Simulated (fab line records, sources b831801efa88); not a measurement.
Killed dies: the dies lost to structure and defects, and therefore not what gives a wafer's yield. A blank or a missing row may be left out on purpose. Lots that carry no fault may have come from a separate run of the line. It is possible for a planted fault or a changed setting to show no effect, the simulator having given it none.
Which tool did it? -- flow sky130 -- Sampling: 12 lots, 36 wafers, 4 of 708 route steps

WHAT THE GAUGES SHOWED, per wafer
The record holds no reading of a measuring or inspecting step that can be judged against a usual standard deviation.

WHICH TOOL RAN EACH LOT (tool, then ch and the chambers of the sampled wafers, then the start)
lot,SKY_DNWELL_STRIP_08,SKY_SONOS_ONO_WET_ETCH_16,SKY_SPACER_ETCHBACK_02,SKY_LI_CONTACT_CMP_24
L169,"plasma asher-02 ch 0,1, day 3 06:13","wet bench-02 ch 0, day 12 10:56","rie diel-02 ch 0,1,2, day 22 16:19","cmp-01 ch 0,1,3, day 28 21:22"
L170,"plasma asher-01 ch 0,1, day 3 12:49","wet bench-01 ch 3, day 12 20:41","rie diel-01 ch 0,3, day 23 10:22","cmp-02 ch 1,2, day 29 14:02"
L171,"plasma asher-04 ch 0,1, day 3 20:46","wet bench-01 ch 2, day 13 05:23","rie diel-02 ch 1,2,3, day 23 17:39","cmp-02 ch 1,2,3, day 29 20:11"
L172,"plasma asher-02 ch 0,1, day 3 23:50","wet bench-01 ch 1, day 13 13:10","rie diel-02 ch 2,3, day 23 21:47","cmp-02 ch 0,1, day 30 01:35"
L173,"plasma asher-04 ch 0,1, day 4 04:14","wet bench-02 ch 0, day 13 16:41","rie diel-02 ch 0,1,3, day 24 03:31","cmp-02 ch 1,2,3, day 30 05:31"
L177,"plasma asher-02 ch 0,1, day 5 16:10","wet bench-02 ch 0, day 16 12:17","rie diel-03 ch 0,2,3, day 26 22:03","cmp-02 ch 0,1,3, day 32 19:47"
L180,"plasma asher-01 ch 0,1, day 6 01:40","wet bench-02 ch 1, day 16 23:01","rie diel-03 ch 0,2, day 27 09:34","cmp-01 ch 0,2,3, day 33 06:08"
L183,"plasma asher-02 ch 0,1, day 6 18:09","wet bench-02 ch 3, day 17 19:01","rie diel-02 ch 1,2, day 28 06:14","cmp-01 ch 2,3, day 34 01:09"
L186,"plasma asher-02 ch 0,1, day 7 12:05","wet bench-01 ch 0, day 18 23:02","rie diel-01 ch 1,2, day 29 11:39","cmp-02 ch 1,2,3, day 35 09:41"
L189,"plasma asher-04 ch 0,1, day 7 23:58","wet bench-02 ch 2, day 19 21:14","rie diel-02 ch 1,2, day 30 05:45","cmp-02 ch 0,1,3, day 35 22:25"
L190,"plasma asher-02 ch 0,1, day 8 00:17","wet bench-02 ch 3, day 19 20:59","rie diel-02 ch 1,2, day 30 04:33","cmp-01 ch 0,3, day 35 22:04"
L191,"plasma asher-04 ch 0,1, day 8 08:16","wet bench-02 ch 1, day 20 06:53","rie diel-01 ch 0,1,2, day 30 15:02","cmp-01 ch 0,1,2, day 36 06:59"
- SKY_DNWELL_STRIP_08: strips in O2/N2.
- SKY_SONOS_ONO_WET_ETCH_16: etches SiO2 in dHF, target depth 14 nm, time 280 s.
- SKY_SPACER_ETCHBACK_02: etches Si3N4 in CH3F/O2, stops on SiO2, time 46.7 s, target depth 45 nm.
- SKY_LI_CONTACT_CMP_24: polishes, stops on PSG, t overpolish 20 s, target thk 0 nm.

AS READ BY THE TOOLS THEMSELVES (means over the sampled wafers that have a number; for cases with no such wafer, the mark the record gives instead)
SKY_DNWELL_STRIP_08. Usual: drypump motor current A 5.6 A, standard deviation 0.34; oes product au 0.721 a.u., standard deviation 0.0047; strip time to endpoint s 36.90 s, standard deviation 0.091.
lot,tool,drypump motor current A (A),oes product au (a.u.),strip time to endpoint s (s),flag
L169,plasma asher-02,5.6,0.724,36.92,
L170,plasma asher-01,5.5,0.724,37.04,
L171,plasma asher-04,5.8,0.722,36.94,
L172,plasma asher-02,5.6,0.725,36.93,
L173,plasma asher-04,5.8,0.723,36.91,
L177,plasma asher-02,5.5,0.723,36.83,
L180,plasma asher-01,5.5,0.727,36.98,
L183,plasma asher-02,5.6,0.720,36.89,
L186,plasma asher-02,5.5,0.718,36.85,
L189,plasma asher-04,5.4,0.721,36.83,
L190,plasma asher-02,5.6,0.722,36.84,
L191,plasma asher-04,5.4,0.725,37.10,

SKY_SONOS_ONO_WET_ETCH_16. Usual: 307 s for run length s, sd 3.9.
lot,tool,run length s (s),flag
L169,wet bench-02,313,
L170,wet bench-01,305,
L171,wet bench-01,311,
L172,wet bench-01,305,
L173,wet bench-02,314,
L177,wet bench-02,306,
L180,wet bench-02,118,OFF
L183,wet bench-02,119,OFF
L186,wet bench-01,303,
L189,wet bench-02,304,
L190,wet bench-02,305,
L191,wet bench-02,314,

SKY_SPACER_ETCHBACK_02. Usual: drypump motor current A 5.7 A, standard deviation 0.4; oes product au 0.852 a.u., standard deviation 0.0071; throttle valve pct 10.563 %, standard deviation 0.0085.
lot,tool,drypump motor current A (A),oes product au (a.u.),throttle valve pct (%),flag
L169,rie diel-02,6.2,0.845,10.554,
L170,rie diel-01,5.5,0.852,10.565,
L171,rie diel-02,5.8,0.854,10.561,
L172,rie diel-02,5.7,0.852,10.562,
L173,rie diel-02,5.8,0.858,10.564,
L177,rie diel-03,5.5,0.846,10.553,
L180,rie diel-03,5.8,0.847,10.568,
L183,rie diel-02,5.9,0.850,10.563,
L186,rie diel-01,5.6,0.852,10.566,
L189,rie diel-02,5.9,0.850,10.567,
L190,rie diel-02,5.9,0.846,10.562,
L191,rie diel-01,5.6,0.851,10.569,

SKY_LI_CONTACT_CMP_24. Usual: motor current A 11.0 A, standard deviation 1.4; overpolish run s 20.000 s, standard deviation 0.0091; platen rpm 60.00 rpm, standard deviation 0.042; slurry filter dp kPa 13.49 kPa, standard deviation 0.14; time to endpoint s 96 s, standard deviation 4.1.
lot,tool,motor current A (A),overpolish run s (s),platen rpm (rpm),slurry filter dp kPa (kPa),time to endpoint s (s),flag
L169,cmp-01,10.9,20.000,60.03,13.58,97,
L170,cmp-02,9.7,19.997,60.03,13.69,94,
L171,cmp-02,11.0,19.995,59.99,13.48,93,
L172,cmp-02,10.5,20.002,59.96,13.46,96,
L173,cmp-02,11.0,19.997,59.99,13.31,94,
L177,cmp-02,11.2,20.001,59.99,13.58,98,
L180,cmp-01,10.6,19.995,59.97,13.48,97,
L183,cmp-01,10.0,19.992,59.97,13.56,96,
L186,cmp-02,11.0,19.996,59.98,13.54,97,
L189,cmp-02,11.6,20.009,59.99,13.58,98,
L190,cmp-01,10.1,19.994,59.98,13.55,96,
L191,cmp-01,12.0,19.993,59.97,13.47,94,

THE ANSWER, worked out from the rows above alone
Rule: take the mean of a lot's wafers that have a number; if it is more than 3 standard deviations from the usual mean, the lot is off. A lot without any number at a reading at which 4 lots or more have one is off too. All remaining lots with rows at the step are treated as sound. First the gauges in route order, then the tools' own readings, where a lot's mean is used as printed above. At the first step where some lot is off, the reading lying furthest off is the one used; lots without a number count as furthest.
Off at SKY_SONOS_ONO_WET_ETCH_16 (run length s): L180, L183.
A tool fits if, at that step or a process step before it, it ran every lot that is off, and no sound lot after the first of them. No candidate that was tried fits.

WHAT WAS PUT IN BY THE SIMULATOR
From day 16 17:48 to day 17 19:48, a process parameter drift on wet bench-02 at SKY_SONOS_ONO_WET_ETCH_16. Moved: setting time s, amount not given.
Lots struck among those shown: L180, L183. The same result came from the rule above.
